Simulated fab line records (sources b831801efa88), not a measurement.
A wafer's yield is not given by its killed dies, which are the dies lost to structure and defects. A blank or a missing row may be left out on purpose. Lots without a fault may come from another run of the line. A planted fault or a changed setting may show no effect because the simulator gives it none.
One fault through the eyes of 2 desks + flow gf180mcu + each desk holds nothing but its own numbers, with what lay behind them at the end

FROM THE METROLOGY DESK
Lot by lot, what the gauges showed, no matter which tool ran the lot: averages of those sampled wafers that carry a number. The brackets show how far a lot's mean lies from the usual mean; more than 4 standard deviations puts the lot out of limits, marked OUT.
Columns: A = VT_IMPLANT_03_OVL at GF_VT_IMPLANT_OVL_MEAS_40, usual -0.8 nm; B = VT_IMPLANT_4_TW at GF_VT_IMPLANT_TW_MEAS_43, usual 695; C = POLY_GATE_CVD_00_THK at GF_POLY_GATE_THK_MEAS_01, usual 199.6 nm
| lot  | first seen here | A    | B   | C               |
|------|-----------------|------|-----|-----------------|
| L436 | day 7 18:31     | -1.3 | 696 | 200.5           |
| L437 | day 8 03:24     | 0.1  | 699 | 199.6           |
| L438 | day 8 08:30     | -0.1 | 696 | 199.9           |
| L440 | day 8 20:34     | -2.0 | 695 | 201.8           |
| L441 | day 9 05:12     | 1.1  | 689 | 204.7           |
| L443 | day 9 18:46     | -0.3 | 698 | 200.9           |
| L444 | day 9 23:49     | -1.9 | 700 | 201.9           |
| L445 | day 10 11:28    | -0.2 | 701 | 197.4           |
| L450 | day 11 19:57    | -0.7 | 692 | 197.5           |
| L454 | day 12 23:12    | -0.5 | 689 | 266.3 (+29) OUT |
| L455 | day 13 04:00    | -1.4 | 699 | 269.1 (+30) OUT |
| L457 | day 13 19:45    | 0.6  | 686 | 266.8 (+29) OUT |
| L458 | day 14 00:49    | -2.5 | 692 | 199.2           |
This desk finds L454, L455, L457 out of limits, with the earliest case on L454 at day 14 02:58 (POLY_GATE_CVD_00_THK at GF_POLY_GATE_THK_MEAS_01). L436, L437, L438, L440, L441, L443, L444, L445, L450, L458 stayed within limits.

FOR THE TOOL OWNER'S DESK: lpcvd-02
The tool's own readings at GF_POLY_GATE_CVD_00 (deposits poly-Si, target thk 200 nm, time 1200 s): means of the sampled wafers that have a number, for each lot that ran on this tool. The brackets show how far a lot's mean lies from the usual mean; more than 4 standard deviations puts the lot out of limits, marked OUT.
Columns: A = spike_tc_upper_C at GF_POLY_GATE_CVD_00, usual 619.3 C; B = susceptor_temp_C at GF_POLY_GATE_CVD_00, usual 619.89 C
| lot  | first seen here | A     | B      |
|------|-----------------|-------|--------|
| L437 | day 9 00:43     | 620.4 | 619.89 |
| L440 | day 9 17:29     | 618.0 | 619.72 |
| L441 | day 10 04:02    | 618.4 | 619.89 |
| L443 | day 10 17:20    | 620.4 | 620.01 |
| L444 | day 10 22:08    | 619.1 | 619.97 |
| L454 | day 14 00:58    | 618.8 | 620.11 |
| L455 | day 14 04:58    | 618.8 | 620.04 |
| L457 | day 14 22:04    | 618.0 | 619.93 |
This desk's verdict: no lot among the 8 shows anything out of limits.

ALL TOGETHER
At day 14 02:58 the metrology desk could have sounded an alarm, on L454, L455, L457.
The desk of the tool owner found nothing out of limits.
Tool owner's desk: L454, L455, L457 on record, inside its limits.
GF_POLY_GATE_CVD_00 was run on lpcvd-02 by each of the lots named.

WHAT THE SIMULATOR HAD INSERTED
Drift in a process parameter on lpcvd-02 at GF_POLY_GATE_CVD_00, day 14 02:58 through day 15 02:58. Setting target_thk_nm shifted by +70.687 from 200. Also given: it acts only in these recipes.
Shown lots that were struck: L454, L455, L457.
Per desk, hours elapsed from the start of the fault to the first reading out of limits: for the metrology desk, 0.
